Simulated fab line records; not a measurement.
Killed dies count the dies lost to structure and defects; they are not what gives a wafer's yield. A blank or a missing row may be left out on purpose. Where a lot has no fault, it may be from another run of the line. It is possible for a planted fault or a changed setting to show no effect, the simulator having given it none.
What tool caused it?	flow sky130	30 wafers from 10 lots sampled at 5 of the route's 708 steps

WHAT THE GAUGES SHOWED, per wafer
SKY_VT_ADJUST_PCH_TW_MEAS_10.
lot	measured	on	VT_ADJUST_PCH_TW
L888	day 10 06:28	filmMetro-04	140.9 140.2 141.7
L889	day 10 14:18	filmMetro-01	137.3 137.7 137.5
L891	day 11 01:29	filmMetro-02	144.3 144.9 144.4
L895	day 12 13:08	filmMetro-02	144.7 143.8 144.3
L896	day 12 21:26	filmMetro-04	140.8 140.9 141.0
L897	day 13 15:05	filmMetro-04	139.7 140.4 140.4
L904	day 16 00:11	filmMetro-02	144.7 145.3 144.6
L905	day 16 06:35	filmMetro-04	139.6 140.6 139.4
L907	day 16 15:26	filmMetro-02	144.4 144.9 144.2
L908	day 16 16:28	filmMetro-04	140.0 140.5 139.4

SKY_POLY_GATE_THK_MEAS_01.
lot	measured	on	POLY_GATE_CVD_00_THK (nm)
L888	day 13 14:50	filmMetro-02	177.5 176.4 177.2
L889	day 14 02:43	filmMetro-02	184.0 183.2 181.2
L891	day 14 16:18	filmMetro-01	183.2 184.7 182.4
L895	day 16 09:11	filmMetro-02	181.0 179.8 180.3
L896	day 16 17:24	filmMetro-04	179.5 179.3 180.3
L897	day 17 12:45	filmMetro-01	178.7 177.8 180.3
L904	day 20 07:40	filmMetro-04	180.4 180.0 181.7
L905	day 20 09:15	filmMetro-02	181.9 182.5 180.8
L907	day 20 20:08	filmMetro-02	107.4 105.7 106.0
L908	day 21 00:06	filmMetro-04	105.7 106.2 107.7

WHICH TOOL RAN EACH LOT (tool, then ch and the chambers of the sampled wafers, then the start)
lot	SKY_VT_ADJUST_NCORE_STRIP_10	SKY_VT_ADJUST_PCH_STRIP_09	SKY_POLY_GATE_CVD_00
L888	plasmaAsher-02 ch 0,1, day 8 11:18	plasmaAsher-02 ch 0,1, day 10 06:22	lpcvd-01 ch 1, day 13 13:38
L889	plasmaAsher-02 ch 0,1, day 8 18:32	plasmaAsher-02 ch 0,1, day 10 14:13	lpcvd-01 ch 1, day 14 01:29
L891	plasmaAsher-01 ch 0,1, day 9 04:41	plasmaAsher-03 ch 0,1, day 11 01:23	lpcvd-01 ch 1, day 14 15:05
L895	plasmaAsher-02 ch 0,1, day 10 13:08	plasmaAsher-02 ch 0,1, day 12 13:03	lpcvd-01 ch 1, day 16 07:58
L896	plasmaAsher-01 ch 0,1, day 10 21:11	plasmaAsher-02 ch 1, day 12 21:20	lpcvd-01 ch 0, day 16 16:12
L897	plasmaAsher-04 ch 0,1, day 11 13:51	plasmaAsher-02 ch 0,1, day 13 14:59	lpcvd-01 ch 1, day 17 11:32
L904	plasmaAsher-02 ch 0,1, day 13 17:29	plasmaAsher-04 ch 1, day 16 00:05	lpcvd-01 ch 1, day 20 06:28
L905	plasmaAsher-01 ch 0,1, day 14 00:45	plasmaAsher-03 ch 0,1, day 16 06:29	lpcvd-01 ch 0, day 20 08:02
L907	plasmaAsher-02 ch 0,1, day 14 08:08	plasmaAsher-02 ch 0,1, day 16 15:21	lpcvd-01 ch 0, day 20 18:19
L908	plasmaAsher-02 ch 0,1, day 14 09:36	plasmaAsher-02 ch 0,1, day 16 16:22	lpcvd-01 ch 0, day 20 22:18
- SKY_VT_ADJUST_NCORE_STRIP_10: strips in O2/N2.
- SKY_VT_ADJUST_PCH_STRIP_09: strips in O2/N2.
- SKY_POLY_GATE_CVD_00: deposits poly-Si, target thk 180 nm, time 720 s.

WHAT THE TOOLS THEMSELVES READ (means of the sampled wafers that have a number; where no wafer has one, the mark that the record gives instead)
SKY_VT_ADJUST_NCORE_STRIP_10.
lot	tool	drypumpMotorCurrentA (A)	o2FlowSccm (sccm)	oesProductAu (a.u.)	stripTimeToEndpointS (s)
L888	plasmaAsher-02	5.7	3003	0.717	14.21
L889	plasmaAsher-02	5.7	3001	0.717	14.20
L891	plasmaAsher-01	5.4	3003	0.716	14.15
L895	plasmaAsher-02	5.5	2988	0.715	14.21
L896	plasmaAsher-01	5.3	2988	0.711	14.15
L897	plasmaAsher-04	5.6	2994	0.714	14.15
L904	plasmaAsher-02	5.5	2990	0.713	14.17
L905	plasmaAsher-01	5.4	2996	0.716	14.14
L907	plasmaAsher-02	5.7	3006	0.715	14.21
L908	plasmaAsher-02	5.5	3003	0.715	14.18

SKY_VT_ADJUST_PCH_STRIP_09.
lot	tool	drypumpMotorCurrentA (A)	o2FlowSccm (sccm)	oesProductAu (a.u.)	stripTimeToEndpointS (s)
L888	plasmaAsher-02	5.5	3012	0.724	36.94
L889	plasmaAsher-02	5.7	3000	0.721	36.81
L891	plasmaAsher-03	5.9	2992	0.720	36.86
L895	plasmaAsher-02	5.5	2992	0.718	36.88
L896	plasmaAsher-02	5.9	2999	0.719	36.85
L897	plasmaAsher-02	5.7	2997	0.722	36.79
L904	plasmaAsher-04	5.0	2993	0.730	36.90
L905	plasmaAsher-03	5.8	2996	0.723	36.96
L907	plasmaAsher-02	5.7	3005	0.726	36.97
L908	plasmaAsher-02	5.7	3009	0.723	36.96

SKY_POLY_GATE_CVD_00.
lot	tool	spikeTcBottomC (C)	spikeTcCentreC (C)	spikeTcLowerC (C)	spikeTcTopC (C)	spikeTcUpperC (C)	susceptorTempC (C)	zonePowerLowerPct (%)	zonePowerUpperPct (%)
L888	lpcvd-01	633.9	622.1	620.6	636.4	619.9	620.15	7.96	9.40
L889	lpcvd-01	635.1	621.5	619.7	636.6	619.5	620.26	7.87	9.37
L891	lpcvd-01	635.1	622.2	619.6	637.0	620.9	619.90	7.96	9.49
L895	lpcvd-01	634.9	621.5	617.6	636.4	620.3	619.98	7.89	9.46
L896	lpcvd-01	640.2	619.6	620.5	638.9	620.2	619.96	8.04	8.88
L897	lpcvd-01	634.5	621.5	618.7	636.6	620.1	619.82	7.93	9.45
L904	lpcvd-01	634.1	622.9	617.9	636.9	620.5	619.67	8.00	9.43
L905	lpcvd-01	640.4	619.8	621.1	638.8	620.4	619.60	8.03	8.95
L907	lpcvd-01	618.3	595.9	597.9	617.0	597.2	597.06	7.49	8.34
L908	lpcvd-01	617.9	596.5	596.8	615.9	597.9	597.23	7.42	8.28

THE ANSWER, worked out from the rows above alone
Rule: the usual values come from the lots themselves. Put in order of their means at a reading, lots are off if they are a third of the lots or fewer, leave a main group of 4 or more, and stand apart from it by a gap of 3 or more times the standard deviation of the main group's means; of several such gaps the widest counts. Not used: any main group whose means are identical at the precision the tables above print for the reading. Also off: a lot with no number at a reading for which 4 or more lots have one. The other lots that the step has rows for count as sound. After the gauges, taken in route order, come the tools' own readings; for these a lot's mean is taken, as printed above. At the first step where some lot is off, the reading lying furthest off is the one used; lots without a number count as furthest.
Off: L907, L908, at SKY_POLY_GATE_THK_MEAS_01 (POLY_GATE_CVD_00_THK). For the main group the mean is 180.6 nm and the standard deviation 2.
If a tool, at a process step before that reading, ran all the lots that are off and no sound lot after the first of them, it fits. Not tried: the gauges at SKY_POLY_GATE_THK_MEAS_01; whatever is off there is also off at SKY_POLY_GATE_CVD_00, on other tools, and gauge error can't account for it. This does not decide it: 2 tools fit, namely plasmaAsher-02 at SKY_VT_ADJUST_NCORE_STRIP_10 and SKY_VT_ADJUST_PCH_STRIP_09 and lpcvd-01 at SKY_POLY_GATE_CVD_00.

WHAT WAS PUT IN BY THE SIMULATOR
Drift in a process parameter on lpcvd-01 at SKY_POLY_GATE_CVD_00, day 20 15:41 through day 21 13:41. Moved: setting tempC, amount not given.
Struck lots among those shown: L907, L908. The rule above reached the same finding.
